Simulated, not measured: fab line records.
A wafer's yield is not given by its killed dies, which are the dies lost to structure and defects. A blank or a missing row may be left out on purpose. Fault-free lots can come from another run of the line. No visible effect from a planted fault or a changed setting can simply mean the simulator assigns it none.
fab line records	flow sky130
record: lots: 15	wafers: 43	last_day: 50
route steps=708 shown FIELD_ISO@15 PWDE@52 NWELL@63 VT_ADJUST_LVTN@104
lots with no fault: from the same line, run without faults
start_h: hours from the record's first day to the start of the lot's first wafer shown	wait_h: time in hours since the lot's previous step	" unchanged from the row above	L1.1+2: a row that stands for several wafers	- either no value or no given start	* or withheld: withheld	< > ~ a bound
route shown NAME@n: NAME is a module with steps in the file, n the number in the route of the first one	usual: average and standard deviation across the fault-free wafers	same: alike in all rows	chamber/n: place in a boat	sites: each site's reading	_std_site: how widely they spread, as a standard deviation	_edge_site: the outer-site mean with the inner-site mean subtracted	radius_mm: how far each site lies from the wafer's centre	mask NAME#n: copy n	behind: the most recent tool/chamber to have shaped the wafer	hold: what put the lot on hold/how long, in hours/how the hold closed	device: the transistor (n, p or np) that didn't switch	end of line: tests run on the same wafers once the route is complete	for a step that has no rows: nothing shown but its recipe	killed: dies lost to structure and defects at the first sort, not the wafer's yield	map: dies across one wafer; x = killed, . = not, _ = none there
set.NAME: the setting the step ran with; set.NAME@STEP: the setting that earlier step ran with	model.NAME: the simulator's own value behind a step, which no gauge read
one table for each step of the route and one row for each wafer, over a sample of lots
services: when a tool's chamber went out of use (start_h, in hours from the record's first day, below 0 if earlier), for how many hours, and the reason
== steps ==
step: SKY_FIELD_ISO_ETCH_14
recipe: chemistry: N2/H2	target: BARC	ion_energy_ev: 200	source_w: 500	bias_w: 100	pressure_mtorr: 30	n2_flow_sccm: 100	h2_flow_sccm: 200	stop_on: SiO2	time_s: 45.9	target_depth_a: 600
usual: bias_w: 100.0/0.3	drypump_motor_current_A: 6.0/0.35	oes_product_au: 0.854/0.0045	run_length_s: 74.2/0.43	throttle_valve_pct: 13.225/0.0092
lot.wafer	tool	chamber	start_h	wait_h	bias_w	drypump_motor_current_A	oes_product_au	rf_hours_counter_h	run_length_s	throttle_valve_pct
L529.2	rie_diel-02	0	28.63	0.1	99.8	6.3	0.853	3	74.2	13.220
L529.3	"	2	"	"	100.1	5.9	0.856	16	74.4	13.238
L529.5	"	1	"	"	99.9	6.1	0.856	-	74.0	13.215
L530.1	rie_diel-02	2	34.50	0.1	100.2	5.9	0.851	16	74.0	13.221
L530.4	"	1	"	"	99.9	6.1	0.858	79	73.9	13.222
L530.6	"	3	"	"	100.1	6.5	0.857	-	74.1	13.223
L531.1	rie_diel-01	0	38.45	0.1	99.6	5.8	0.855	9	74.8	13.239
L531.2	"	2	"	"	100.6	5.6	0.854	86	74.0	13.242
L531.3	"	1	"	"	99.8	6.0	0.853	142	74.8	13.203
L533.2	rie_diel-02	3	53.03	0.1	100.6	6.5	0.849	1	74.1	13.228
L533.3	"	1	"	"	99.9	6.1	0.850	79	74.1	13.217
L533.5	"	1	"	"	100.1	6.1	0.851	-	73.6	13.242
L534.1	rie_diel-04	1	57.35	0.1	100.3	5.2	0.855	67	74.0	13.235
L534.3	"	0	"	"	99.8	5.7	0.854	6	73.9	13.225
L534.5	"	1	"	"	99.8	5.2	0.851	-	74.0	13.232
L535.2	rie_diel-02	1	61.65	0.1	100.3	6.1	0.849	80	73.7	13.240
L535.3	"	0	"	"	100.3	6.3	0.851	3	74.1	13.223
L535.4	"	2	"	"	100.0	5.9	0.855	17	74.4	13.212
L536.3	rie_diel-04	1	67.85	0.1	99.1	5.2	0.865	67	74.2	13.226
L536.4	"	0	"	"	99.9	5.7	0.853	-	73.8	13.218
L536.5	"	2	"	"	99.9	5.4	0.852	-	74.0	13.235
L537.3	rie_diel-02	2	74.73	0.1	100.2	5.9	0.865	17	74.1	13.217
L537.4	"	1	"	"	100.1	6.1	0.856	80	73.8	13.217
L537.5	"	1	"	"	100.1	6.1	0.856	-	74.2	13.225
L539.2	rie_diel-02	0	83.90	0.1	100.1	6.3	0.853	4	74.7	13.221
L539.3	"	3	"	"	100.4	6.5	0.857	2	73.8	13.233
L539.5	"	2	"	"	100.7	5.9	0.846	-	74.1	13.227
L541.4	rie_diel-01	1	91.48	0.0	-	6.0	0.994	143	48.0	13.217
L541.5	"	1	"	"	100.2	6.0	0.856	-	75.1	13.228
L541.6	"	0	"	"	100.2	5.9	0.859	-	74.4	13.218
L542.1	rie_diel-04	1	95.23	0.1	99.9	5.2	0.859	68	74.4	13.239
L542.4	"	3	"	"	100.4	6.0	0.855	0	74.3	13.224
L542.6	"	3	"	"	99.8	6.0	0.853	-	74.0	13.226
L545.1	rie_diel-01	1	115.57	0.1	100.5	6.0	0.853	144	75.0	13.222
L545.2	"	2	"	"	-	5.6	0.994	88	47.2	13.246
L546.1	rie_diel-01	1	118.88	0.1	99.8	6.0	0.854	144	75.1	13.215
L546.4	"	3	"	"	-	6.4	1.001	160	46.6	13.258
L549.3	rie_diel-02	2	133.37	0.1	99.4	5.9	0.847	18	74.3	13.233
L549.4	"	1	"	"	99.5	6.1	0.855	81	73.6	13.223
L549.5	"	0	"	"	100.3	6.3	0.856	-	74.1	13.208
L552.2	rie_diel-02	3	149.53	0.1	99.9	6.5	0.857	3	74.6	13.217
L552.5	"	0	"	"	99.7	6.4	0.861	-	74.3	13.217
L552.6	"	3	"	"	99.8	6.5	0.861	-	73.9	13.217
step: SKY_FIELD_ISO_ETCH_15
recipe: chemistry: CHF3/O2	target_depth_nm: 180	stop_on: Si	source_w: 600	bias_w: 200	pressure_mtorr: 40	chf3_flow_sccm: 50	O2_flow_sccm: 5	time_s: 72
usual: O2_flow_sccm: 5.000/0.016	bias_w: 200.1/0.56	drypump_motor_current_A: 6.0/0.35	oes_product_au: 0.946/0.0072	run_length_s: 100.3/0.41	throttle_valve_pct: 8.844/0.0089
same: time_s: 72
lot.wafer	tool	chamber	start_h	wait_h	O2_flow_sccm	bias_w	drypump_motor_current_A	oes_product_au	rf_hours_counter_h	run_length_s	throttle_valve_pct
L529.2	rie_diel-02	0	28.67	0.0	4.999	199.8	6.3	0.955	3	100.6	8.856
L529.3	"	2	"	"	5.033	200.7	5.9	0.946	16	100.1	8.837
L529.5	"	1	"	"	5.017	199.3	6.1	0.952	-	99.8	8.851
L530.1	rie_diel-02	2	34.54	0.0	4.992	200.3	5.9	0.951	16	100.3	8.840
L530.4	"	1	"	"	4.986	199.9	6.1	0.940	79	99.7	8.851
L530.6	"	3	"	"	5.018	200.7	6.5	0.955	-	100.1	8.848
L531.1	rie_diel-01	0	38.49	0.0	5.013	200.6	5.8	0.944	9	100.7	8.855
L531.2	"	2	"	"	5.005	199.5	5.6	0.951	86	100.1	8.849
L531.3	"	1	"	"	4.983	200.2	6.0	0.947	142	101.1	8.846
L533.2	rie_diel-02	3	53.07	0.0	4.977	199.5	6.5	0.945	1	100.2	8.843
L533.3	"	1	"	"	4.999	199.7	6.0	0.926	79	99.8	8.834
L533.5	"	1	"	"	5.006	200.7	6.0	0.931	-	99.9	8.839
L534.1	rie_diel-04	1	57.39	0.0	5.013	199.8	5.2	0.957	67	100.1	8.858
L534.3	"	0	"	"	5.002	198.9	5.7	0.952	6	99.9	8.844
L534.5	"	1	"	"	5.005	199.8	5.2	0.958	-	100.0	8.856
L535.2	rie_diel-02	1	61.69	0.0	5.010	199.7	6.1	0.938	80	99.9	8.848
L535.3	"	0	"	"	4.991	199.8	6.4	0.956	4	100.5	8.866
L535.4	"	2	"	"	4.985	200.8	5.9	0.957	17	100.3	8.862
L536.3	rie_diel-04	1	67.89	0.0	5.004	199.0	5.2	0.940	67	100.5	8.836
L536.4	"	0	"	"	5.010	200.2	5.7	0.932	-	99.7	8.846
L536.5	"	2	"	"	4.997	200.6	5.4	0.935	-	100.5	8.839
L537.3	rie_diel-02	2	74.77	0.0	5.005	200.4	5.9	0.940	17	100.5	8.835
L537.4	"	1	"	"	4.989	199.8	6.1	0.949	80	99.7	8.844
L537.5	"	1	"	"	4.998	200.7	6.1	0.946	-	99.7	8.835
L539.2	rie_diel-02	0	83.94	0.0	4.997	199.1	6.4	0.941	4	100.2	8.850
L539.3	"	3	"	"	5.017	200.7	6.5	0.941	2	99.9	8.832
L539.5	"	2	"	"	4.977	199.4	5.9	0.944	-	100.5	8.852
L541.4	rie_diel-01	1	91.52	0.0	4.988	200.6	6.0	0.371	143	100.5	8.653
L541.5	"	1	"	"	5.035	199.5	6.1	0.943	-	101.2	8.848
L541.6	"	0	"	"	5.002	199.9	5.9	0.939	-	100.6	8.850
L542.1	rie_diel-04	1	95.27	0.0	5.013	200.1	5.2	0.947	68	100.0	8.860
L542.4	"	3	"	"	4.993	200.1	6.0	0.957	0	100.3	8.841
L542.6	"	3	"	"	4.998	200.4	6.0	0.943	-	100.3	8.841
L545.1	rie_diel-01	1	115.61	0.0	5.009	200.3	6.0	0.945	144	100.9	8.850
L545.2	"	2	"	"	4.982	200.3	5.6	0.390	88	100.0	8.670
L546.1	rie_diel-01	1	118.92	0.0	4.973	199.4	6.0	0.952	144	101.2	8.850
L546.4	"	3	"	"	4.996	200.1	6.4	0.370	160	99.8	8.655
L549.3	rie_diel-02	2	133.41	0.0	5.002	200.8	5.9	0.951	18	100.1	8.826
L549.4	"	1	"	"	5.000	201.3	6.0	0.947	81	100.2	8.843
L549.5	"	0	"	"	5.005	199.2	6.4	0.943	-	100.2	8.840
L552.2	rie_diel-02	3	149.57	0.0	5.004	200.8	6.5	0.944	3	100.2	8.843
L552.5	"	0	"	"	5.017	200.0	6.3	0.946	-	100.4	8.849
L552.6	"	3	"	"	4.991	201.0	6.5	0.949	-	100.1	8.847
step: SKY_PWDE_OVL_MEAS_07
usual: PWDE_OVL: 0.8/1.5
lot.wafer	tool	chamber	start_h	wait_h	PWDE_OVL[nm]
L529.2	overlay-02	-	65.33	-	-1.5
L529.3	"	-	"	"	-1.0
L529.5	"	-	"	"	-1.9
L530.1	overlay-01	-	72.13	-	-2.8
L530.4	"	-	"	"	-2.8
L530.6	"	-	"	"	-0.5
L531.1	overlay-01	-	76.23	-	1.2
L531.2	"	-	"	"	0.0
L531.3	"	-	"	"	1.4
L533.2	overlay-01	-	92.95	-	2.2
L533.3	"	-	"	"	2.1
L533.5	"	-	"	"	1.5
L534.1	overlay-01	-	98.44	-	1.3
L534.3	"	-	"	"	1.4
L534.5	"	-	"	"	0.6
L535.2	overlay-01	-	103.55	-	3.8
L535.3	"	-	"	"	3.0
L535.4	"	-	"	"	4.1
L536.3	overlay-02	-	108.50	-	2.6
L536.4	"	-	"	"	1.7
L536.5	"	-	"	"	2.0
L537.3	overlay-01	-	115.90	-	1.7
L537.4	"	-	"	"	0.4
L537.5	"	-	"	"	2.3
L539.2	overlay-02	-	132.79	-	0.0
L539.3	"	-	"	"	0.4
L539.5	"	-	"	"	1.1
L541.4	overlay-01	-	138.14	-	-
L541.5	"	-	"	"	0.7
L541.6	"	-	"	"	0.0
L542.1	overlay-01	-	141.94	-	0.0
L542.4	"	-	"	"	0.5
L542.6	"	-	"	"	0.1
L545.1	overlay-02	-	159.58	-	2.6
L545.2	"	-	"	"	-
L546.1	overlay-02	-	165.03	-	0.2
L546.4	"	-	"	"	-
L549.3	overlay-02	-	183.94	-	2.5
L549.4	"	-	"	"	0.4
L549.5	"	-	"	"	1.7
L552.2	overlay-01	-	198.84	-	3.0
L552.5	"	-	"	"	3.5
L552.6	"	-	"	"	3.4
step: SKY_NWELL_OVL_MEAS_10
usual: NWELL_00_OVL: -1.1/1.5
lot.wafer	tool	chamber	start_h	wait_h	NWELL_00_OVL[nm]
L529.2	overlay-02	-	82.07	-	-1.1
L529.3	"	-	"	"	-0.3
L529.5	"	-	"	"	-0.8
L530.1	overlay-01	-	89.41	-	0.2
L530.4	"	-	"	"	0.3
L530.6	"	-	"	"	-2.3
L531.1	overlay-01	-	93.01	-	-3.1
L531.2	"	-	"	"	-2.5
L531.3	"	-	"	"	-3.2
L533.2	overlay-02	-	110.39	-	1.1
L533.3	"	-	"	"	0.8
L533.5	"	-	"	"	2.9
L534.1	overlay-02	-	117.16	-	-2.7
L534.3	"	-	"	"	-2.9
L534.5	"	-	"	"	-1.0
L535.2	overlay-02	-	121.99	-	-2.3
L535.3	"	-	"	"	-2.5
L535.4	"	-	"	"	-4.2
L536.3	overlay-02	-	126.99	-	1.0
L536.4	"	-	"	"	-0.2
L536.5	"	-	"	"	0.4
L537.3	overlay-01	-	134.34	-	-0.8
L537.4	"	-	"	"	0.6
L537.5	"	-	"	"	0.0
L539.2	overlay-01	-	151.24	-	0.4
L539.3	"	-	"	"	-0.1
L539.5	"	-	"	"	0.5
L541.4	overlay-01	-	157.03	-	-
L541.5	"	-	"	"	0.5
L541.6	"	-	"	"	-0.5
L542.1	overlay-01	-	160.39	-	-1.5
L542.4	"	-	"	"	-1.0
L542.6	"	-	"	"	-2.4
L545.1	overlay-02	-	180.73	-	-0.5
L545.2	"	-	"	"	-
L546.1	overlay-02	-	186.46	-	-1.1
L546.4	"	-	"	"	-
L549.3	overlay-01	-	205.25	-	-2.1
L549.4	"	-	"	"	-0.1
L549.5	"	-	"	"	-3.4
L552.2	overlay-01	-	220.19	-	0.3
L552.5	"	-	"	"	0.2
L552.6	"	-	"	"	0.3
step: SKY_NWELL_OVL_MEAS_23
usual: NWELL_01_OVL: -1.2/1.6
lot.wafer	tool	chamber	start_h	wait_h	NWELL_01_OVL[nm]
L529.2	overlay-02	-	98.79	-	-4.1
L529.3	"	-	"	"	-3.9
L529.5	"	-	"	"	-3.8
L530.1	overlay-02	-	106.78	-	-2.6
L530.4	"	-	"	"	-3.6
L530.6	"	-	"	"	-6.9
L531.1	overlay-02	-	110.83	-	-1.5
L531.2	"	-	"	"	-1.7
L531.3	"	-	"	"	0.3
L533.2	overlay-02	-	129.53	-	-1.6
L533.3	"	-	"	"	-2.1
L533.5	"	-	"	"	-1.3
L534.1	overlay-02	-	136.39	-	-1.1
L534.3	"	-	"	"	-0.7
L534.5	"	-	"	"	-0.1
L535.2	overlay-01	-	140.98	-	-3.0
L535.3	"	-	"	"	-1.4
L535.4	"	-	"	"	-0.6
L536.3	overlay-02	-	146.45	-	0.4
L536.4	"	-	"	"	0.1
L536.5	"	-	"	"	-0.2
L537.3	overlay-01	-	153.35	-	-1.5
L537.4	"	-	"	"	-1.0
L537.5	"	-	"	"	0.3
L539.2	overlay-01	-	171.68	-	-0.1
L539.3	"	-	"	"	0.3
L539.5	"	-	"	"	-1.5
L541.4	overlay-02	-	177.73	-	-
L541.5	"	-	"	"	-1.7
L541.6	"	-	"	"	-1.7
L542.1	overlay-02	-	181.66	-	-1.5
L542.4	"	-	"	"	-1.9
L542.6	"	-	"	"	-2.7
L545.1	overlay-02	-	202.78	-	-2.7
L545.2	"	-	"	"	-
L546.1	overlay-02	-	207.86	-	-0.3
L546.4	"	-	"	"	-
L549.3	overlay-02	-	227.89	-	-0.9
L549.4	"	-	"	"	0.3
L549.5	"	-	"	"	0.6
L552.2	overlay-01	-	243.42	-	-1.2
L552.5	"	-	"	"	-1.9
L552.6	"	-	"	"	-1.6
step: SKY_NWELL_RTA_28
recipe: temp_c: 1050	time_s: 30	idle_temp_c: 650	ramp_up_c_per_s: 150	ramp_down_c_per_s: 90	ambient: N2
usual: chamber_o2_ppm: 1.999/0.021	lamp_power_pct: 25.31/0.054	wafer_temp_C_max: 1054.8/0.87
same: time_s: 30
lot.wafer	tool	chamber	start_h	wait_h	chamber_o2_ppm	lamp_power_pct	wafer_temp_C_max
L529.2	rtp_anneal-01	0	99.21	0.0	2.022	25.29	1054.9
L529.3	"	0	"	"	1.977	25.40	1053.5
L529.5	"	0	"	"	2.014	25.30	1054.5
L530.1	rtp_anneal-01	0	107.18	0.0	2.002	25.31	1056.0
L530.4	"	0	"	"	1.966	25.31	1054.0
L530.6	"	0	"	"	1.947	25.25	1053.9
L531.1	rtp_anneal-01	0	111.23	0.0	2.030	25.28	1056.3
L531.2	"	0	"	"	2.003	25.35	1054.6
L531.3	"	0	"	"	2.009	25.30	1055.0
L533.2	rtp_anneal-01	0	129.94	0.0	1.972	25.33	1054.5
L533.3	"	0	"	"	1.990	25.33	1055.0
L533.5	"	0	"	"	2.019	25.31	1054.6
L534.1	rtp_anneal-01	0	136.78	0.0	2.016	25.22	1055.4
L534.3	"	0	"	"	2.003	25.22	1053.6
L534.5	"	0	"	"	2.022	25.34	1055.4
L535.2	rtp_anneal-02	0	141.39	0.0	2.019	25.29	1055.1
L535.3	"	0	"	"	2.018	25.21	1054.8
L535.4	"	0	"	"	2.016	25.26	1055.3
L536.3	rtp_anneal-01	0	146.86	0.0	2.011	25.27	1053.5
L536.4	"	0	"	"	2.013	25.36	1056.6
L536.5	"	0	"	"	1.992	25.35	1053.9
L537.3	rtp_anneal-02	0	153.76	0.0	2.022	25.36	1054.9
L537.4	"	0	"	"	2.032	25.32	1054.9
L537.5	"	0	"	"	1.984	25.28	1056.4
L539.2	rtp_anneal-02	0	172.09	0.0	1.949	25.24	1054.3
L539.3	"	0	"	"	1.963	25.35	1053.8
L539.5	"	0	"	"	1.970	25.32	1054.3
L541.4	rtp_anneal-02	0	178.16	0.1	2.019	25.34	1054.6
L541.5	"	0	"	"	1.997	25.33	1055.0
L541.6	"	0	"	"	2.011	25.19	1054.5
L542.1	rtp_anneal-02	0	182.06	0.0	2.004	25.32	1055.1
L542.4	"	0	"	"	2.039	25.35	1053.8
L542.6	"	0	"	"	1.975	25.21	1053.9
L545.1	rtp_anneal-01	0	203.17	0.0	1.978	25.20	1054.2
L545.2	"	0	"	"	1.989	25.34	1054.6
L546.1	rtp_anneal-02	0	208.26	0.0	2.017	25.34	1053.8
L546.4	"	0	"	"	2.004	25.27	1054.5
L549.3	rtp_anneal-02	0	228.31	0.0	1.982	25.28	1054.3
L549.4	"	0	"	"	1.996	25.38	1054.0
L549.5	"	0	"	"	1.997	25.30	1056.3
L552.2	rtp_anneal-02	0	243.82	0.0	1.997	25.30	1054.1
L552.5	"	0	"	"	1.984	25.27	1056.6
L552.6	"	0	"	"	1.989	25.32	1056.2
step: SKY_VT_ADJUST_LVTN_OVL_MEAS_07
usual: VT_ADJUST_LVTN_OVL: -0.3/1.2
lot.wafer	tool	chamber	start_h	wait_h	VT_ADJUST_LVTN_OVL[nm]
L529.2	overlay-01	-	137.45	-	-1.4
L529.3	"	-	"	"	-2.6
L529.5	"	-	"	"	-0.3
L530.1	overlay-01	-	145.66	-	-2.9
L530.4	"	-	"	"	-1.0
L530.6	"	-	"	"	-0.7
L531.1	overlay-01	-	149.59	-	1.0
L531.2	"	-	"	"	-0.7
L531.3	"	-	"	"	-0.7
L533.2	overlay-02	-	168.75	-	1.0
L533.3	"	-	"	"	0.8
L533.5	"	-	"	"	-0.6
L534.1	overlay-01	-	177.10	-	-0.6
L534.3	"	-	"	"	0.0
L534.5	"	-	"	"	0.0
L535.2	overlay-02	-	181.30	-	0.0
L535.3	"	-	"	"	1.1
L535.4	"	-	"	"	-0.3
L536.3	overlay-02	-	187.46	-	0.3
L536.4	"	-	"	"	-0.2
L536.5	"	-	"	"	-0.4
L537.3	overlay-01	-	195.70	-	-1.1
L537.4	"	-	"	"	0.3
L537.5	"	-	"	"	1.0
L539.2	overlay-02	-	214.64	-	-1.7
L539.3	"	-	"	"	0.3
L539.5	"	-	"	"	-0.4
L541.4	overlay-02	-	221.98	-	-
L541.5	"	-	"	"	-1.1
L541.6	"	-	"	"	1.8
L542.1	overlay-02	-	226.40	-	1.0
L542.4	"	-	"	"	1.9
L542.6	"	-	"	"	1.0
L545.1	overlay-01	-	248.96	-	0.5
L545.2	"	-	"	"	-
L546.1	overlay-02	-	254.20	-	0.3
L546.4	"	-	"	"	-
L549.3	overlay-01	-	276.65	-	-1.9
L549.4	"	-	"	"	-1.1
L549.5	"	-	"	"	-1.4
L552.2	overlay-01	-	293.70	-	-0.7
L552.5	"	-	"	"	1.1
L552.6	"	-	"	"	-1.2
== services ==
tool	chamber	start_h	hours	kind
rie_diel-04	-	9.93	0.1	repair
rie_diel-04	1	21.51	18.3	repair
rie_diel-04	3	47.11	-	clean
rie_diel-04	3	47.11	29.0	scheduled_down
rie_diel-04	3	47.11	29.0	vent_cycle
rie_diel-04	2	85.05	5.5	repair
rie_diel-04	2	100.21	11.9	repair
rie_diel-04	-	124.58	0.5	repair
rie_diel-01	3	128.29	-	clean
rie_diel-01	3	128.29	12.1	scheduled_down
rie_diel-01	3	128.29	12.1	vent_cycle
rie_diel-04	1	131.29	4.0	repair
rie_diel-02	0	153.76	5.0	repair
rie_diel-01	-	198.42	2.8	pm
rie_diel-01	2	203.50	4.7	repair
rie_diel-04	3	205.14	6.3	repair
rie_diel-04	-	221.51	2.8	pm
rie_diel-01	1	223.83	8.0	repair
rie_diel-01	1	231.86	-	clean
rie_diel-01	1	231.86	20.1	scheduled_down
rie_diel-01	1	231.86	20.1	vent_cycle
rie_diel-01	-	232.34	11.5	repair
== key ==
first_sign: step: SKY_FIELD_ISO_ETCH_14	reading: run_length_s	direction: down	sigmas: 63	usual: *	struck: *
effect: step: SKY_FIELD_ISO_ETCH_14	reading: oes_product_au	direction: up	sigmas: 31	usual: 0.854	struck: 0.996
effect: step: SKY_FIELD_ISO_ETCH_15	reading: oes_product_au	direction: down	sigmas: 79	usual: 0.946	struck: 0.377
effect: step: SKY_PWDE_OVL_MEAS_07	reading: PWDE_OVL	direction: missing
effect: step: SKY_NWELL_OVL_MEAS_10	reading: NWELL_00_OVL	direction: missing
met_at SKY_FIELD_ISO_ETCH_14
struck_lots L541,L545,L546
struck_wafers L541.4,L545.2,L546.4
sort_left_out L541.4,L545.2,L546.4
tester_left_out L541,L545,L546
not_acting_at SKY_NWELL_OVL_MEAS_23,SKY_NWELL_RTA_28,SKY_VT_ADJUST_LVTN_OVL_MEAS_07
onset_between 38.45 91.48
fault: kind: process_parameter_drift	tool: rie_diel-01	chamber: -	onset_h: 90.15	steps: SKY_FIELD_ISO_ETCH_14	channel: time_s	offset: *	shape: step	end_h: 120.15	scope: struck_wafers_only	acts_in: *	stated: *
tester_left_out: of these lots the tester's yield and bins aren't shown, on N5 and GAA mostly nor the transistor test; their killed dies are dies lost to structure and defects alone, not to doping, threshold or leakage, so they don't give the yield
sort_left_out: the simulated sort isn't trusted on such a fault, so these wafers' sort isn't shown, and their yield isn't known
